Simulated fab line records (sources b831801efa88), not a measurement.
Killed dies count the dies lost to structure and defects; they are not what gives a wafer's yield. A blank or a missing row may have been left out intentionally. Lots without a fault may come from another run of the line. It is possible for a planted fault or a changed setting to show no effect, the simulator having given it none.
The tool behind it: which one?    flow sky130    13 lots, 39 wafers sampled, at 3 steps of a route of 708

== WHAT THE GAUGES SHOWED, per wafer ==
SKY_NWELL_OVL_MEAS_10. Usual: for NWELL_00_OVL the level is 0.0 nm and the standard deviation is 1.5.
lot   measured      on          NWELL_00_OVL (nm)  flag
L757  day 4 12:47   overlay-02  1.0 -0.2 -1.6      
L758  day 4 19:40   overlay-01  1.3 -0.4 -0.7      
L760  day 5 06:04   overlay-02  -1.1 0.0 -0.5      
L763  day 6 02:18   overlay-01  -1.1 -1.0 -1.8     
L764  day 6 11:08   overlay-02  3.2 2.7 3.0        
L765  day 6 20:28   overlay-02  1.9 1.7 2.9        
L766  day 7 04:19   overlay-02  -3.6 -4.5 -3.4     
L767  day 7 03:58   overlay-01  1.3 0.2 0.5        
L771  day 8 01:38   overlay-02  -1.6 -2.1 -0.9     
L772  day 8 06:35   overlay-01  0.6 0.7 -0.8       
L776  day 9 04:50   overlay-02  0.5 0.8 0.4        
L779  day 9 21:19   overlay-02  0.3 -0.9 0.6       
L780  day 10 11:22  overlay-01  0.1 -0.8 0.0       

== TOOL THAT RAN EACH LOT (tool first, then ch and the chambers of the sampled wafers, then the start) ==
lot   SKY_FIELD_ISO_CMP_27          SKY_PWDE_STRIP_09
L757  cmp-01 ch 0,2,3, day 2 09:46  plasmaAsher-03 ch 0, day 3 20:29
L758  cmp-01 ch 0,1,2, day 2 15:11  plasmaAsher-04 ch 0,1, day 4 02:48
L760  cmp-01 ch 1,2, day 3 01:19    plasmaAsher-01 ch 0, day 4 13:11
L763  cmp-02 ch 2,3, day 3 18:08    plasmaAsher-04 ch 0,1, day 5 07:40
L764  cmp-01 ch 2,3, day 3 23:44    plasmaAsher-03 ch 0,1, day 5 16:20
L765  cmp-01 ch 0,1, day 4 09:41    plasmaAsher-01 ch 0,1, day 6 01:44
L766  cmp-01 ch 0,2,3, day 4 12:43  plasmaAsher-04 ch 0, day 6 08:25
L767  cmp-01 ch 1,2, day 4 14:13    plasmaAsher-01 ch 0,1, day 6 08:15
L771  cmp-01 ch 0,2,3, day 5 10:20  plasmaAsher-04 ch 0,1, day 7 04:53
L772  cmp-02 ch 0,3, day 5 18:30    plasmaAsher-03 ch 0,1, day 7 11:32
L776  cmp-02 ch 1,2,3, day 6 13:35  plasmaAsher-04 ch 0,1, day 8 08:03
L779  cmp-01 ch 0,2,3, day 7 03:36  plasmaAsher-04 ch 0, day 8 22:55
L780  cmp-02 ch 1,2,3, day 7 10:27  plasmaAsher-04 ch 0,1, day 9 13:14
- SKY_FIELD_ISO_CMP_27: polishes, stops on Si3N4, t overpolish 16 s, target thk 457.8 nm.
- SKY_PWDE_STRIP_09: strips in O2/N2.

== WHAT THE TOOLS THEMSELVES READ (means of the sampled wafers that have a number; where no wafer has one, the mark that the record gives instead) ==
SKY_FIELD_ISO_CMP_27. Usual: motorCurrentA 12.1 A, standard deviation 1; overpolishRunS 15.999 s, standard deviation 0.0097; timeToEndpointS 113 s, standard deviation 4.3.
lot   tool    motorCurrentA (A)  overpolishRunS (s)  timeToEndpointS (s)  flag
L757  cmp-01  11.9               16.006              114                  
L758  cmp-01  12.3               16.012              111                  
L760  cmp-01  12.4               15.988              114                  
L763  cmp-02  12.6               15.995              116                  
L764  cmp-01  12.0               16.004              110                  
L765  cmp-01  11.9               16.004              113                  
L766  cmp-01  11.7               16.001              108                  
L767  cmp-01  12.6               16.000              111                  
L771  cmp-01  12.0               16.002              110                  
L772  cmp-02  13.0               16.003              114                  
L776  cmp-02  11.7               16.005              121                  
L779  cmp-01  12.1               15.989              114                  
L780  cmp-02  11.4               15.998              118                  

SKY_PWDE_STRIP_09. Usual: chamberPressureMTorr 1500.2 mTorr, standard deviation 1.4; drypumpMotorCurrentA 5.9 A, standard deviation 0.4; oesProductAu 0.722 a.u., standard deviation 0.0051; stripTimeToEndpointS 36.91 s, standard deviation 0.089.
lot   tool            chamberPressureMTorr (mTorr)  drypumpMotorCurrentA (A)  oesProductAu (a.u.)  stripTimeToEndpointS (s)  flag
L757  plasmaAsher-03  1499.4                        5.4                       0.723                36.87                     
L758  plasmaAsher-04  1499.8                        6.1                       0.723                36.80                     
L760  plasmaAsher-01  1499.3                        6.2                       0.720                36.99                     
L763  plasmaAsher-04  1501.1                        6.1                       0.723                36.90                     
L764  plasmaAsher-03  1500.2                        5.9                       0.726                36.86                     
L765  plasmaAsher-01  1499.6                        5.8                       0.725                37.01                     
L766  plasmaAsher-04  1500.0                        6.1                       0.722                36.91                     
L767  plasmaAsher-01  1500.5                        5.5                       0.720                37.09                     
L771  plasmaAsher-04  1499.6                        6.1                       0.717                36.93                     
L772  plasmaAsher-03  1499.6                        5.9                       0.724                36.93                     
L776  plasmaAsher-04  1500.2                        6.1                       0.726                36.80                     
L779  plasmaAsher-04  1500.7                        6.0                       0.729                37.00                     
L780  plasmaAsher-04  1500.3                        6.1                       0.726                36.98                     

== THE ANSWER, worked out from the rows above alone ==
Rule: lot off if the mean of its wafers having a number is beyond 3 standard deviations from the usual mean. Also off: a lot with no number at a reading for which 4 or more lots have one. Where the step has rows for the other lots, those lots are counted as sound. The gauges are gone through in route order, then the tools' own readings, and for those a lot's mean is taken as printed above. The first step at which some lot is off is used, and at that step the reading that is off furthest; a lot without a number counts as furthest.
No lot is off at any reading shown: from this, nothing can be told.

== WHAT HAD BEEN PUT IN BY THE SIMULATOR ==
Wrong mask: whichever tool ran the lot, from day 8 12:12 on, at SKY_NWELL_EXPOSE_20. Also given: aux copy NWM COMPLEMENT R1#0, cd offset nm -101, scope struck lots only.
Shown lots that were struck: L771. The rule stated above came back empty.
